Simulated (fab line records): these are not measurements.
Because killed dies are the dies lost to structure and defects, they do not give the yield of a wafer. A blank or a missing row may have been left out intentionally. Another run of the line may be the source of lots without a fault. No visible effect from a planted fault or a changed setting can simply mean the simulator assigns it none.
fab line records    flow sky130    part 1 of 2: steps 1 to 23 of 33
[record] lots = 5  wafers = 15  lastDay = 50
route steps=708 shown VIA4@660 METAL5@661 PASSIVATION@681
lots untouched by any fault: they come from a run of this same line in which no faults occurred
startH: start of the lot's first displayed wafer, in hours after the record's first day    waitH: hours since the lot's step before    " as in the row above    L1.1+2: a single row standing in for several wafers    - no value, or no start was given    * or withheld: withheld    < > ~ a bound
route shown NAME@n: names a module that has steps shown in the file, with the first one's number in the route    usual: average and standard deviation across the fault-free wafers    same: alike in all rows    chamber/n: place in a boat    sites: the reading at each site    _std_site: the standard deviation of these    _edge_site: outer sites' mean less inner sites'    radiusMm: how far each site lies from the wafer's centre    mask NAME#n: copy n    behind: the tool/chamber that last shaped the wafer    hold: why the lot was held/for how many hours/how that ended    device: the n, p or np transistor that did not switch    end of line: the same wafers' tests at the end of the route    a step with no rows: only its recipe    killed: not the wafer's yield, but the dies lost to structure and defects at the first sort    map: the dies of a wafer, with x for killed, . for not killed, _ for no die there
set.NAME: the setting the step ran with; set.NAME@STEP: the setting that earlier step ran with    model.NAME: the simulator's own value behind a step, which no gauge read
lots at some steps of the route; a table a step, a row a wafer
services: from which hour (startH, from the record's first day; less than 0 if before it) a tool's chamber was out of use, for how many hours, and why
[[steps]]
[step SKY_VIA4_CMP_21]
[recipe] stopOn = SiO2  tOverpolishS = 25  downForcePsi = 3.5  platenRpm = 60  targetThkNm = 0  padVelocityMS = 0.94248
[usual] motorCurrentA = 11.1/1.6  overpolishRunS = 24.999/0.0086  platenRpm = 60.00/0.036  timeToEndpointS = 123/7.2
lot.wafer  tool    chamber  startH   waitH  motorCurrentA  overpolishRunS  platenRpm  timeToEndpointS
L084.2     cmp-01  3        1088.74  0.2    8.8            25.015          60.00      127
L084.4     "       0        "        "      11.6           25.005          59.99      120
L084.6     "       2        "        "      11.6           24.993          59.95      125
L085.3     cmp-02  1        1093.00  0.4    9.7            25.019          59.98      117
L085.2     "       2        "        "      13.8           24.999          60.00      116
L085.5     "       0        "        "      11.3           24.994          60.00      115
L086.2     cmp-01  1        1093.19  0.4    10.3           24.987          60.02      115
L086.4     "       2        "        "      11.2           25.003          59.95      124
L086.6     "       3        "        "      8.5            24.996          60.01      128
L087.2     cmp-02  0        1101.18  0.1    10.9           25.003          59.97      114
L087.4     "       2        "        "      13.9           25.000          59.98      116
L087.5     "       3        "        "      13.1           24.992          60.00      123
L095.2     cmp-01  0        1146.09  0.1    12.3           24.992          60.02      119
L095.4     "       1        "        "      10.6           24.992          59.98      115
L095.6     "       3        "        "      9.0            24.993          60.01      128
[step SKY_METAL5_SPUTTER_00]
[recipe] material = Ti  targetThkNm = 15  powerW = 3000  timeS = 10  chamberPressurePa = 0.4
[usual] throttleValvePct = 30.1/0.63
lot.wafer  tool           chamber  startH   waitH  throttleValvePct
L084.2     pvdSputter-03  -        1088.94  0.1    29.1
L084.4     "              -        "        "      30.8
L084.6     "              -        "        "      29.5
L085.2     pvdSputter-03  -        1093.20  0.1    29.2
L085.3     "              -        "        "      29.5
L085.5     "              -        "        "      29.0
L086.2     pvdSputter-02  -        1093.39  0.1    30.6
L086.4     "              -        "        "      31.1
L086.6     "              -        "        "      30.3
L087.2     pvdSputter-02  -        1101.43  0.2    30.8
L087.4     "              -        "        "      30.3
L087.5     "              -        "        "      31.0
L095.2     pvdSputter-03  -        1146.29  0.1    30.9
L095.4     "              -        "        "      29.7
L095.6     "              -        "        "      29.2
[step SKY_METAL5_SPUTTER_01]
[recipe] material = TiN  targetThkNm = 20  powerW = 6500  timeS = 16.7  chamberPressurePa = 0.4
[usual] throttleValvePct = 30.1/0.61
lot.wafer  tool           chamber  startH   waitH  throttleValvePct
L084.2     pvdSputter-03  -        1088.96  0.0    28.8
L084.4     "              -        "        "      31.0
L084.6     "              -        "        "      29.5
L085.2     pvdSputter-03  -        1093.22  0.0    28.9
L085.3     "              -        "        "      29.6
L085.5     "              -        "        "      29.0
L086.2     pvdSputter-02  -        1093.41  0.0    30.4
L086.4     "              -        "        "      30.8
L086.6     "              -        "        "      30.2
L087.2     pvdSputter-02  -        1101.45  0.0    31.2
L087.4     "              -        "        "      30.2
L087.5     "              -        "        "      30.8
L095.2     pvdSputter-03  -        1146.31  0.0    30.9
L095.4     "              -        "        "      29.8
L095.6     "              -        "        "      29.1
[step SKY_METAL5_SPUTTER_02]
[recipe] material = AlCu  targetThkNm = 1150  powerW = 10600  timeS = 61.2  chamberPressurePa = 0.4
[usual] throttleValvePct = 30.1/0.61
lot.wafer  tool           chamber  startH   waitH  throttleValvePct
L084.2     pvdSputter-03  -        1088.99  0.0    29.0
L084.4     "              -        "        "      31.0
L084.6     "              -        "        "      29.8
L085.2     pvdSputter-03  -        1093.25  0.0    29.0
L085.3     "              -        "        "      30.1
L085.5     "              -        "        "      28.7
L086.2     pvdSputter-02  -        1093.43  0.0    30.3
L086.4     "              -        "        "      30.9
L086.6     "              -        "        "      30.4
L087.2     pvdSputter-02  -        1101.47  0.0    31.2
L087.4     "              -        "        "      30.5
L087.5     "              -        "        "      31.1
L095.2     pvdSputter-03  -        1146.34  0.0    31.0
L095.4     "              -        "        "      29.5
L095.6     "              -        "        "      29.0
[step SKY_METAL5_SPUTTER_03]
[recipe] material = Ti  targetThkNm = 5  powerW = 3000  timeS = 3.408  chamberPressurePa = 0.4
[usual] throttleValvePct = 30.1/0.63
lot.wafer  tool           chamber  startH   waitH  throttleValvePct
L084.2     pvdSputter-03  -        1089.04  0.0    28.9
L084.4     "              -        "        "      30.8
L084.6     "              -        "        "      29.9
L085.2     pvdSputter-03  -        1093.30  0.0    28.8
L085.3     "              -        "        "      29.9
L085.5     "              -        "        "      29.1
L086.2     pvdSputter-02  -        1093.48  0.0    30.3
L086.4     "              -        "        "      30.9
L086.6     "              -        "        "      30.4
L087.2     pvdSputter-02  -        1101.53  0.0    30.8
L087.4     "              -        "        "      30.4
L087.5     "              -        "        "      30.9
L095.2     pvdSputter-03  -        1146.39  0.0    30.7
L095.4     "              -        "        "      29.9
L095.6     "              -        "        "      28.7
[step SKY_METAL5_SPUTTER_04]
[recipe] material = TiN  targetThkNm = 70  powerW = 6500  timeS = 58.3  chamberPressurePa = 0.4
[usual] throttleValvePct = 30.1/0.62
lot.wafer  tool           chamber  startH   waitH  throttleValvePct
L084.2     pvdSputter-03  -        1089.06  0.0    29.3
L084.4     "              -        "        "      30.9
L084.6     "              -        "        "      29.7
L085.2     pvdSputter-03  -        1093.32  0.0    29.2
L085.3     "              -        "        "      29.6
L085.5     "              -        "        "      29.1
L086.2     pvdSputter-02  -        1093.50  0.0    30.6
L086.4     "              -        "        "      30.8
L086.6     "              -        "        "      30.5
L087.2     pvdSputter-02  -        1101.54  0.0    30.7
L087.4     "              -        "        "      30.6
L087.5     "              -        "        "      30.8
L095.2     pvdSputter-03  -        1146.41  0.0    30.8
L095.4     "              -        "        "      29.7
L095.6     "              -        "        "      29.0
[step SKY_METAL5_RS_MEAS_05]
[recipe] thkMeasGauge = four-point-probe  reads = TiN_of_METAL5_SPUTTER_04+Ti_of_METAL5_SPUTTER_03+AlCu_of_METAL5_SPUTTER_02+TiN_of_METAL5_SPUTTER_01+Ti_of_METAL5_SPUTTER_00
[usual] METAL5_ALCU_RS = 0.0271/0.00036
lot.wafer  tool          chamber  startH   waitH  METAL5_ALCU_RS[ohm/sq]
L084.2     filmMetro-02  -        1089.13  0.0    0.0267
L084.4     "             -        "        "      0.0272
L084.6     "             -        "        "      0.0269
L085.2     filmMetro-01  -        1093.39  0.0    0.0272
L085.3     "             -        "        "      0.0273
L085.5     "             -        "        "      0.0273
L086.2     filmMetro-01  -        1093.57  0.0    0.0273
L086.4     "             -        "        "      0.0277
L086.6     "             -        "        "      0.0274
L087.2     filmMetro-02  -        1101.61  0.0    0.0274
L087.4     "             -        "        "      0.0271
L087.5     "             -        "        "      0.0272
L095.2     filmMetro-01  -        1146.48  0.0    0.0269
L095.4     "             -        "        "      0.0268
L095.6     "             -        "        "      0.0269
[step SKY_METAL5_THK_MEAS_06]
[recipe] thkMeasGauge = xrf  reads = AlCu_of_METAL5_SPUTTER_02
[usual] METAL5_ALCU_THK = 1171/16
lot.wafer  tool          chamber  startH   waitH  METAL5_ALCU_THK[nm]
L084.2     filmMetro-02  -        1089.24  0.1    1179
L084.4     "             -        "        "      1165
L084.6     "             -        "        "      1172
L085.2     filmMetro-01  -        1093.50  0.1    1176
L085.3     "             -        "        "      1170
L085.5     "             -        "        "      1162
L086.2     filmMetro-01  -        1093.68  0.1    1165
L086.4     "             -        "        "      1156
L086.6     "             -        "        "      1153
L087.2     filmMetro-02  -        1101.72  0.1    1148
L087.4     "             -        "        "      1168
L087.5     "             -        "        "      1161
L095.2     filmMetro-01  -        1146.59  0.1    1186
L095.4     "             -        "        "      1188
L095.6     "             -        "        "      1181
[step SKY_METAL5_DEHYDRATE_07]
[recipe] tempC = 200  timeS = 60
[usual] exhaustPa = 45.0/0.82
lot.wafer  tool           chamber  startH   waitH  exhaustPa
L084.2     lithoTrack-01  0        1099.62  10.4   42.5
L084.4     "              0        "        "      44.6
L084.6     "              0        "        "      44.8
L085.2     lithoTrack-01  0        1103.17  9.7    43.7
L085.3     "              0        "        "      45.7
L085.5     "              0        "        "      45.5
L086.2     lithoTrack-03  0        1103.58  9.9    44.9
L086.4     "              0        "        "      44.6
L086.6     "              0        "        "      44.9
L087.2     lithoTrack-03  0        1110.88  9.1    45.8
L087.4     "              0        "        "      44.1
L087.5     "              0        "        "      45.2
L095.2     lithoTrack-03  0        1154.98  8.4    44.9
L095.4     "              0        "        "      45.3
L095.6     "              0        "        "      45.6
[step SKY_METAL5_HMDS_08]
[recipe] primeTimeS = 60  primeTempC = 120
[usual] exhaustPa = 45.1/0.97
lot.wafer  tool           chamber  startH   waitH  exhaustPa
L084.2     lithoTrack-01  0        1099.77  0.1    44.0
L084.4     "              0        "        "      44.8
L084.6     "              0        "        "      44.5
L085.2     lithoTrack-01  0        1103.32  0.1    45.4
L085.3     "              0        "        "      46.2
L085.5     "              0        "        "      44.4
L086.2     lithoTrack-03  0        1103.73  0.1    45.3
L086.4     "              0        "        "      44.3
L086.6     "              0        "        "      45.3
L087.2     lithoTrack-03  0        1111.03  0.1    44.4
L087.4     "              0        "        "      45.0
L087.5     "              0        "        "      46.0
L095.2     lithoTrack-03  0        1155.13  0.1    46.3
L095.4     "              0        "        "      45.4
L095.6     "              0        "        "      45.8
[step SKY_METAL5_COAT_09]
[recipe] resist = NOVOLAK  spinRpm = 3000  resistThkNm = 1800
[usual] exhaustPa = 44.8/0.81
lot.wafer  tool           chamber  startH   waitH  exhaustPa
L084.2     lithoTrack-01  0        1099.92  0.1    44.6
L084.4     "              0        "        "      43.6
L084.6     "              0        "        "      45.0
L085.2     lithoTrack-01  0        1103.47  0.1    44.8
L085.3     "              0        "        "      46.5
L085.5     "              0        "        "      45.5
L086.2     lithoTrack-03  0        1103.88  0.1    44.1
L086.4     "              0        "        "      45.8
L086.6     "              0        "        "      45.3
L087.2     lithoTrack-03  0        1111.18  0.1    44.7
L087.4     "              0        "        "      44.2
L087.5     "              0        "        "      44.0
L095.2     lithoTrack-03  0        1155.28  0.1    44.5
L095.4     "              0        "        "      43.8
L095.6     "              0        "        "      43.9
[step SKY_METAL5_SOFTBAKE_10]
[recipe] tempC = 90  timeS = 60  resist = NOVOLAK
[usual] exhaustPa = 45.0/0.83
lot.wafer  tool           chamber  startH   waitH  exhaustPa
L084.2     lithoTrack-01  0        1100.07  0.1    43.9
L084.4     "              0        "        "      45.0
L084.6     "              0        "        "      45.0
L085.2     lithoTrack-01  0        1103.62  0.1    45.7
L085.3     "              0        "        "      45.2
L085.5     "              0        "        "      45.3
L086.2     lithoTrack-03  0        1104.03  0.1    45.8
L086.4     "              0        "        "      47.1
L086.6     "              0        "        "      44.0
L087.2     lithoTrack-03  0        1111.33  0.1    45.1
L087.4     "              0        "        "      46.1
L087.5     "              0        "        "      46.0
L095.2     lithoTrack-03  0        1155.43  0.1    45.0
L095.4     "              0        "        "      45.1
L095.6     "              0        "        "      45.3
[step SKY_METAL5_EXPOSE_11]
[recipe] maskId = MM5  na = 0.6  sourceShape = conventional  sigmaOuter = 0.6  polarization = unpolarized  targetCdNm = 1600  doseMj = 190
[same] na = 0.6
lot.wafer   tool             chamber  startH  waitH  mask
L084.2+4+6  ilineStepper-01  0        -       -      MM5#0
L085.2+3+5  ilineStepper-02  0        -       -      MM5#0
L086.2+4+6  ilineStepper-01  0        -       -      MM5#0
L087.2+4+5  ilineStepper-02  0        -       -      MM5#0
L095.2+4+6  ilineStepper-02  0        -       -      MM5#0
[step SKY_METAL5_PEB_12]
[recipe] tempC = withheld  timeS = *  resist = NOVOLAK
[usual] exhaustPa = 44.8/0.83
lot.wafer  tool           chamber  startH  waitH  exhaustPa
L084.2     lithoTrack-01  0        -       -      45.1
L084.4     "              0        "       "      44.5
L084.6     "              0        "       "      45.6
L085.2     lithoTrack-01  0        -       -      43.2
L085.3     "              0        "       "      44.9
L085.5     "              0        "       "      44.2
L086.2     lithoTrack-03  0        -       -      45.4
L086.4     "              0        "       "      45.5
L086.6     "              0        "       "      45.3
L087.2     lithoTrack-01  0        -       -      44.5
L087.4     "              0        "       "      46.0
L087.5     "              0        "       "      44.9
L095.2     lithoTrack-03  0        -       -      43.9
L095.4     "              0        "       "      45.2
L095.6     "              0        "       "      44.0
[step SKY_METAL5_DEVELOP_13]
[recipe] resist = NOVOLAK  developer = TMAH  developTimeS = 60  devTempC = 23
[usual] exhaustPa = 45.0/0.85
lot.wafer  tool           chamber  startH   waitH  exhaustPa
L084.2     lithoTrack-01  0        1109.77  0.1    44.0
L084.4     "              0        "        "      45.9
L084.6     "              0        "        "      45.8
L085.2     lithoTrack-01  0        1113.77  0.1    44.7
L085.3     "              0        "        "      45.9
L085.5     "              0        "        "      44.4
L086.2     lithoTrack-03  0        1113.93  0.1    45.4
L086.4     "              0        "        "      45.0
L086.6     "              0        "        "      45.0
L087.2     lithoTrack-01  0        1121.57  0.1    45.7
L087.4     "              0        "        "      45.1
L087.5     "              0        "        "      44.4
L095.2     lithoTrack-03  0        1164.63  0.1    43.9
L095.4     "              0        "        "      44.9
L095.6     "              0        "        "      45.0
[step SKY_METAL5_DESCUM_14]
[recipe] chemistry = O2  sourcePowerW = 150  biasPowerW = 0  pressureMtorr = 10  tempC = 40  timeS = 11
[usual] drypumpMotorCurrentA = 5.6/0.55  oesProductAu = 0.994/0.016  rfFwdPowerW = 146.9/0.61
lot.wafer  tool         chamber  startH   waitH  drypumpMotorCurrentA  oesProductAu  rfFwdPowerW  rfHoursCounterH
L084.2     rieMetal-02  0        1109.90  0.1    6.6                   1.024         146.9        14
L084.4     "            1        "        "      5.8                   1.007         147.7        -
L084.6     "            0        "        "      6.6                   1.018         146.8        -
L085.2     rieMetal-03  1        1113.90  0.1    6.2                   1.002         146.3        20
L085.3     "            0        "        "      5.6                   0.989         147.9        -
L085.5     "            0        "        "      5.6                   0.995         147.8        -
L086.2     rieMetal-04  1        1114.05  0.1    5.1                   0.987         145.8        9
L086.4     "            1        "        "      5.1                   0.992         146.1        -
L086.6     "            0        "        "      5.0                   0.973         147.0        -
L087.2     rieMetal-04  1        1121.70  0.1    5.1                   0.991         145.7        10
L087.4     "            1        "        "      5.2                   0.989         145.6        -
L087.5     "            0        "        "      5.1                   0.973         146.7        -
L095.2     rieMetal-03  0        1164.76  0.1    5.6                   0.981         147.5        18
L095.4     "            0        "        "      5.7                   0.980         147.6        -
L095.6     "            0        "        "      5.6                   0.967         147.9        -
[step SKY_METAL5_METAL_ETCH_15]
[recipe] targetDepthA = 12600  stopOn = SiO2  overEtchFrac = 0.2  timeS = 252  chemistry = Cl2/BCl3  resistSidewallDeg = 86  pressureMtorr = 10  icpW = 900  biasW = 48.5  Cl2_flow_sccm = 60  bcl3FlowSccm = 30
[usual] biasW = 48.52/0.13  drypumpMotorCurrentA = 5.6/0.55  oesProductAu = 0.894/0.0049  rfFwdPowerW = 897.6/2.6  throttleValvePct = 22.264/0.0083
lot.wafer  tool         chamber  startH   waitH  biasW  drypumpMotorCurrentA  oesProductAu  rfFwdPowerW  rfHoursCounterH  throttleValvePct
L084.2     rieMetal-02  0        1109.93  0.0    48.39  6.6                   0.892         899.4        14               22.261
L084.4     "            1        "        "      48.47  5.8                   0.876         898.8        -                22.267
L084.6     "            0        "        "      48.69  6.6                   0.897         901.2        -                22.267
L085.2     rieMetal-03  1        1113.93  0.0    48.60  6.2                   0.896         895.8        20               22.257
L085.3     "            0        "        "      48.45  5.6                   0.897         899.8        -                22.274
L085.5     "            0        "        "      48.65  5.6                   0.892         899.5        -                22.256
L086.2     rieMetal-04  1        1114.09  0.0    48.49  5.2                   0.897         894.1        9                22.276
L086.4     "            1        "        "      48.32  5.1                   0.899         897.2        -                22.269
L086.6     "            0        "        "      48.51  5.1                   0.891         898.3        -                22.255
L087.2     rieMetal-04  1        1121.73  0.0    48.51  5.1                   0.895         895.5        10               22.268
L087.4     "            1        "        "      48.49  5.1                   0.884         896.5        -                22.269
L087.5     "            0        "        "      48.22  5.0                   0.889         897.9        -                22.265
L095.2     rieMetal-03  0        1164.79  0.0    48.49  5.6                   0.893         899.3        18               22.257
L095.4     "            0        "        "      48.48  5.6                   0.893         894.3        -                22.251
L095.6     "            0        "        "      48.39  5.6                   0.904         898.7        -                22.272
[step SKY_METAL5_STRIP_16]
[recipe] chemistry = O2/N2  powerW = 1400  pressureMtorr = 1500  platenTempC = withheld  o2FlowSccm = 3000  n2FlowSccm = 300  overashFraction = 0.5
[usual] drypumpMotorCurrentA = 5.7/0.42  oesProductAu = 0.710/0.0046  stripTimeToEndpointS = 13.14/0.22
lot.wafer  tool            chamber  startH   waitH  drypumpMotorCurrentA  oesProductAu  rfHoursCounterH  stripTimeToEndpointS
L084.2     plasmaAsher-02  1        1110.17  0.2    5.8                   0.713         59               12.78
L084.4     "               0        "        "      5.6                   0.711         -                12.92
L084.6     "               1        "        "      5.8                   0.711         -                12.89
L085.2     plasmaAsher-01  0        1114.17  0.2    6.4                   0.707         38               12.91
L085.3     "               0        "        "      6.3                   0.711         -                13.28
L085.5     "               1        "        "      5.4                   0.717         -                13.24
L086.2     plasmaAsher-02  1        1114.32  0.2    5.8                   0.710         59               13.25
L086.4     "               1        "        "      5.7                   0.712         -                13.17
L086.6     "               1        "        "      5.7                   0.712         -                13.35
L087.2     plasmaAsher-01  0        1121.97  0.2    6.4                   0.703         39               13.23
L087.4     "               1        "        "      5.4                   0.706         -                13.26
L087.5     "               1        "        "      5.4                   0.715         -                13.32
L095.2     plasmaAsher-02  1        1165.02  0.2    5.7                   0.705         64               13.30
L095.4     "               0        "        "      5.6                   0.707         -                13.29
L095.6     "               1        "        "      5.8                   0.712         -                13.36
[step SKY_METAL5_STRIP_17]
[recipe] chemistry = postEtchResidueRemover  timeS = 1200  tempC = 72.5
[usual] bathGuardTempC = 72.5/0.55
lot.wafer  tool         chamber  startH   waitH  bathGuardTempC
L084.2     wetBench-01  0        1110.27  0.1    72.9
L084.4     "            0        "        "      72.7
L084.6     "            0        "        "      72.9
L085.2     wetBench-03  2        1114.27  0.1    72.9
L085.3     "            2        "        "      73.1
L085.5     "            2        "        "      72.9
L086.2     wetBench-01  1        1114.42  0.1    72.8
L086.4     "            1        "        "      72.8
L086.6     "            1        "        "      73.3
L087.2     wetBench-01  2        1122.07  0.1    72.1
L087.4     "            2        "        "      71.9
L087.5     "            2        "        "      72.0
L095.2     wetBench-04  3        1165.12  0.1    72.1
L095.4     "            3        "        "      72.2
L095.6     "            3        "        "      72.1
[step SKY_METAL5_CLEAN_18]
[recipe] chemistry = IPA  timeS = 180  tempC = 25
lot.wafer   tool         chamber  startH   waitH
L084.2+4+6  wetBench-01  0        1110.61  0.0
L085.2+3+5  wetBench-03  0        1114.67  0.0
L086.2+4+6  wetBench-04  3        1115.11  0.0
L087.2+4+5  wetBench-03  1        1122.81  0.0
L095.2+4+6  wetBench-04  2        1165.47  0.0
[step SKY_METAL5_CLEAN_19]
[recipe] chemistry = O3/DIW  dry = n2Spin
lot.wafer   tool         chamber  startH   waitH
L084.2+4+6  wetBench-01  1        1110.67  0.0
L085.2+3+5  wetBench-03  1        1114.74  0.0
L086.2+4+6  wetBench-03  2        1115.17  0.0
L087.2+4+5  wetBench-04  0        1122.88  0.0
L095.2+4+6  wetBench-04  2        1165.52  0.0
[step SKY_PASSIVATION_CVD_00]
[recipe] material = SiO2  targetThkNm = 90  tempC = 400  timeS = withheld  rfW = 600
[usual] heaterPowerW = 702/90  rfFwdPowerW = 590/3  susceptorTempC = 399.99/0.21
lot.wafer  tool      chamber  startH   waitH  heaterPowerW  rfFwdPowerW  susceptorTempC
L084.2     pecvd-02  0        1110.76  0.0    535           592          399.88
L084.4     "         1        "        "      742           589          400.42
L084.6     "         0        "        "      554           590          400.00
L085.2     pecvd-02  1        1114.85  0.0    773           590          399.72
L085.3     "         2        "        "      844           596          400.08
L085.5     "         2        "        "      818           595          399.96
L086.2     pecvd-01  1        1115.28  0.0    676           590          399.91
L086.4     "         0        "        "      578           592          399.90
L086.6     "         2        "        "      788           584          400.02
L087.2     pecvd-01  2        1122.97  0.0    732           585          399.90
L087.4     "         2        "        "      750           587          399.81
L087.5     "         1        "        "      686           591          400.23
L095.2     pecvd-01  0        1165.62  0.0    594           590          399.84
L095.4     "         2        "        "      752           586          400.07
L095.6     "         1        "        "      698           590          400.27
[step SKY_PASSIVATION_THK_MEAS_01]
[recipe] reads = SiO2_of_PASSIVATION_CVD_00
[usual] PASSIVATION_CVD_00_THK = 90.0/1.3
lot.wafer  tool          chamber  startH   waitH  PASSIVATION_CVD_00_THK[nm]
L084.2     filmMetro-03  -        1110.79  -      88.7
L084.4     "             -        "        "      91.5
L084.6     "             -        "        "      89.7
L085.2     filmMetro-01  -        1114.89  -      89.7
L085.3     "             -        "        "      91.7
L085.5     "             -        "        "      91.2
L086.2     filmMetro-01  -        1115.31  -      88.2
L086.4     "             -        "        "      92.9
L086.6     "             -        "        "      89.8
L087.2     filmMetro-01  -        1123.00  -      88.2
L087.4     "             -        "        "      89.7
L087.5     "             -        "        "      88.8
L095.2     filmMetro-04  -        1165.65  -      89.8
L095.4     "             -        "        "      89.9
L095.6     "             -        "        "      90.2
